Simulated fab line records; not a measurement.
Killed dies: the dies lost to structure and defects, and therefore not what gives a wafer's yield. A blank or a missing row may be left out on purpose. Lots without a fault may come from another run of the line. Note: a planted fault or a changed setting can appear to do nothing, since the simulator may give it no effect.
A lot that was struck, set against a sound lot | flow sky130 | 14 out of 708 route steps
Sound: the wafers L258.1, L258.2, L258.3. The struck wafers were L253.2, L253.5, L253.6. Last of all comes the cause.
Per side, at each step with rows, come the tool, then ch with its chambers, and then its first start. Under that, the readings that differ: sound wafers | struck wafers | difference of the means | sigmas: that difference in standard deviations of wafers without a fault.
alike: same words and numbers on both sides, and readings whose means sit less than 2 such deviations apart. not compared: any withheld reading, any reading some wafer has no value for, any bound like >300 that may hide the same value, and any number with overlapping values for which the record gives no deviation.
A row with sigmas, a row that says differs or no value, or rows on one side alone: a step with any of these is where the two part. Numbers that have no deviation but don't overlap get no sigmas and don't part them. Lack of a reading on every wafer of one side parts them only where that side has two or more wafers.

SKY_POLY_GATE_ETCH_15: etches BARC in N2/H2, stops on SiO2, time 118.5 s, target depth 110 nm.
  sound on rie diel-04 ch 1,2,3, day 20 17:44; struck on rie diel-04 ch 1,2, day 19 15:28
  alike: drypump motor current A, n2 flow sccm, oes product au, throttle valve pct
  not compared: rf hours counter h
SKY_POLY_GATE_ETCH_16: etches Si3N4 in CH3F/O2, stops on poly-Si, time 147.5 s, target depth 75 nm.
  sound on rie diel-04 ch 1,2,3, day 20 17:49; struck on rie diel-04 ch 1,2, day 19 15:33
  alike: drypump motor current A, oes product au, throttle valve pct
  not compared: rf hours counter h
SKY_POLY_GATE_ETCH_17: etches poly-Si in HBr/Cl2, stops on SiO2, target depth 180 nm, time 70.5 s.
  sound on rie si-01 ch 0,1,3, day 20 17:55; struck on rie si-01 ch 2,3, day 19 15:39
  alike: drypump motor current A, oes product au, throttle valve pct
  not compared: rf hours counter h
SKY_POLY_GATE_STRIP_18: strips in O2/N2.
  sound on plasma asher-01 ch 0,1, day 20 17:58; struck on plasma asher-04 ch 0,1, day 19 15:42
  alike: drypump motor current A, n2 flow sccm, oes product au, strip time to endpoint s
  not compared: rf hours counter h
then, 2 steps without rows for these wafers: SKY_POLY_GATE_CLEAN_19 (cleans in SC1/SC2, time 150 s); SKY_POLY_GATE_OXIDATION_20 (stabilise 600 s, purge 300 s, target thk 4 nm).
SKY_POLY_GATE_THK_MEAS_21:
  sound: film metro-04 at day 21 00:23; struck: film metro-04 at day 19 17:38
  alike: POLY_GATE_OXIDATION_THK
SKY_POLY_GATE_CD_MEAS_22:
  sound: cd sem-01 at day 21 00:26; struck: cd sem-01 at day 19 17:53
  alike: cd nm
then, 4 steps without rows for these wafers: SKY_LDD_N_DEHYDRATE_00 (time 60 s); SKY_LDD_N_HMDS_01 (prime time 60 s); SKY_LDD_N_COAT_02 (resist thk 300 nm); SKY_LDD_N_SOFTBAKE_03 (time 60 s).
SKY_LDD_N_EXPOSE_04: exposes mask NTM, target cd 840 nm.
  sound on iline stepper-02 ch 0, day 21 15:35; struck on iline stepper-01, day 20 09:25
  no value came back on the struck wafers for exposure dose mJ cm2, focus offset nm (nm); on the sound wafers exposure dose mJ cm2 reads 110.10 109.87 109.94
  alike: mask
then, 1 step without rows for these wafers: SKY_LDD_N_PEB_05.

== WHERE THEY PART ==
Only at SKY_LDD_N_EXPOSE_04, as far as this record shows.

WHY: whatever the simulator had introduced
Whole step skipped at SKY_LDD_N_EXPOSE_04 on iline stepper-01, starting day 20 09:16. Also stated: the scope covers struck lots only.
